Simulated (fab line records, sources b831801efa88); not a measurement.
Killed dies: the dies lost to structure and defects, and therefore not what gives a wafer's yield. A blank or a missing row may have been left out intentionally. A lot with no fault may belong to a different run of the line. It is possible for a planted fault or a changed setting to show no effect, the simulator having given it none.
Split-lot study | flow gf180mcu | route with 602 steps; 5 lots, 23 wafers read

## ON THE SPLIT
At GF_CONTACT_COAT_09 (resist thk 1000 nm), the setting resist_thk_nm was moved away from the recipe's 1000 nm on 10 of the 23 wafers read, by -5.5% to +5.0%. For the rest of the wafers, this setting stayed at what the recipe calls for.

## FROM THE SPLIT TO THE READING: what the file shows between them, 4 steps
- GF_CONTACT_PEB_12: peb time 90 s (also split here: peb_time_s)
- GF_CONTACT_DEVELOP_13: develop time 60 s
- GF_CONTACT_ETCH_16: etches BARC in N2/H2
- GF_CONTACT_ETCH_17: etches SiO2 in C4F8/O2/Ar, stops on CoSi2, target depth 860 nm

## THE READING
oes_product_au, in a.u., at GF_CONTACT_STRIP_18 (strips in O2/N2). Typical for fault-free wafers on this fab line: 0.581 a.u., with standard deviation 0.0048 a.u.

wafer  | tool, chamber at the split | resist_thk_nm as run, nm | against the recipe | oes_product_au, a.u. | against lot-mates on the recipe
L074.1 | litho_track-04, 0          | 1048                     | +4.8%              | 0.602                | +0.022
L074.3 | litho_track-04, 0          | 1000                     | recipe             | 0.573                | -
L074.4 | litho_track-04, 0          | 1000                     | recipe             | 0.580                | -
L074.5 | litho_track-04, 0          | 1048                     | +4.8%              | 0.604                | +0.024
L074.6 | litho_track-04, 0          | 1000                     | recipe             | 0.587                | -
L076.1 | litho_track-03, 0          | 1000                     | recipe             | 0.572                | -
L076.4 | litho_track-03, 0          | 1000                     | recipe             | 0.579                | -
L076.5 | litho_track-03, 0          | 1000                     | recipe             | 0.570                | -
L080.1 | litho_track-04, 0          | 961.8                    | -3.8%              | 0.561                | -0.019
L080.2 | litho_track-04, 0          | 961.8                    | -3.8%              | 0.573                | -0.007
L080.4 | litho_track-04, 0          | 1000                     | recipe             | 0.582                | -
L080.5 | litho_track-04, 0          | 1000                     | recipe             | 0.584                | -
L080.6 | litho_track-04, 0          | 1000                     | recipe             | 0.575                | -
L083.1 | litho_track-01, 0          | 1000                     | recipe             | 0.586                | -
L083.2 | litho_track-01, 0          | 1050                     | +5.0%              | 0.609                | +0.026
L083.3 | litho_track-01, 0          | 1050                     | +5.0%              | 0.599                | +0.016
L083.4 | litho_track-01, 0          | 1050                     | +5.0%              | 0.599                | +0.016
L083.6 | litho_track-01, 0          | 1000                     | recipe             | 0.579                | -
L085.1 | litho_track-01, 0          | 1000                     | recipe             | 0.584                | -
L085.2 | litho_track-01, 0          | 945.1                    | -5.5%              | 0.563                | -0.022
L085.4 | litho_track-01, 0          | 1000                     | recipe             | 0.585                | -
L085.5 | litho_track-01, 0          | 945.1                    | -5.5%              | 0.560                | -0.024
L085.6 | litho_track-01, 0          | 945.1                    | -5.5%              | 0.568                | -0.017

FIT RESULTS
A straight line over all 23 wafers: oes_product_au changes by +0.00384 a.u. for each +1% of resist_thk_nm; r = +0.92; the points scatter about the line by 0.0056 a.u.
The same after taking each lot's own level away (the mean of its wafers on the recipe; 23 wafers): +0.004 a.u. for each +1%; r = +0.95; scatter 0.0045 a.u.
On that fit, the largest move of resist_thk_nm shifts the reading by 0.022 a.u.
From 0.5737 to 0.5845 a.u.: that is the span of the lots' own levels, equal to 2.3 times the standard deviation above.
The two slopes are in agreement: the lot-to-lot level therefore moves the slope only a little.
Check: for one of the wafers moved furthest among these (-5.5%), held out of the fit, the line's prediction against its lot-mates is -0.0213 a.u. It came out at -0.0215 a.u. against them.

## THESE WAFERS: OTHER SPLITS
Note: prior to the reading, these wafers also went through further splits. Each is held against what the fit with the lots' levels taken away leaves over:
other split on the same wafers | wafers away from the commonest value | r with oes_product_au (lot level and that fit taken away)
GF_PSD_IMPLANT_09 energy_kev   | 5                                    | -0.05
GF_SAB_DEVELOP_08 dev_temp_c   | 10                                   | +0.25
GF_SAB_ETCH_11 source_w        | 6                                    | -0.21
GF_SALICIDE_SPUTTER_03 time_s  | 9                                    | +0.44
GF_CONTACT_PEB_12 peb_time_s   | 5                                    | -0.03

## THE WHOLE CHAIN: every reading that the file lists as answering this split, in the file's order
step                | what it does       | reading                                                                        | change (the file's fit)                 | r (the file's)
GF_CONTACT_COAT_09  | resist thk 1000 nm | KrF_of_CONTACT_COAT_09.thk_nm (the simulator's own value, which no gauge read) | +10.3 nm for each +1% of the setting    | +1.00
GF_CONTACT_STRIP_18 | strips in O2/N2    | oes_product_au                                                                 | +0.004 a.u. for each +1% of the setting | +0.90

## FILE'S OWN FIT
oes_product_au changes by +0.004 a.u. for each +1% of resist_thk_nm, r = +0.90.
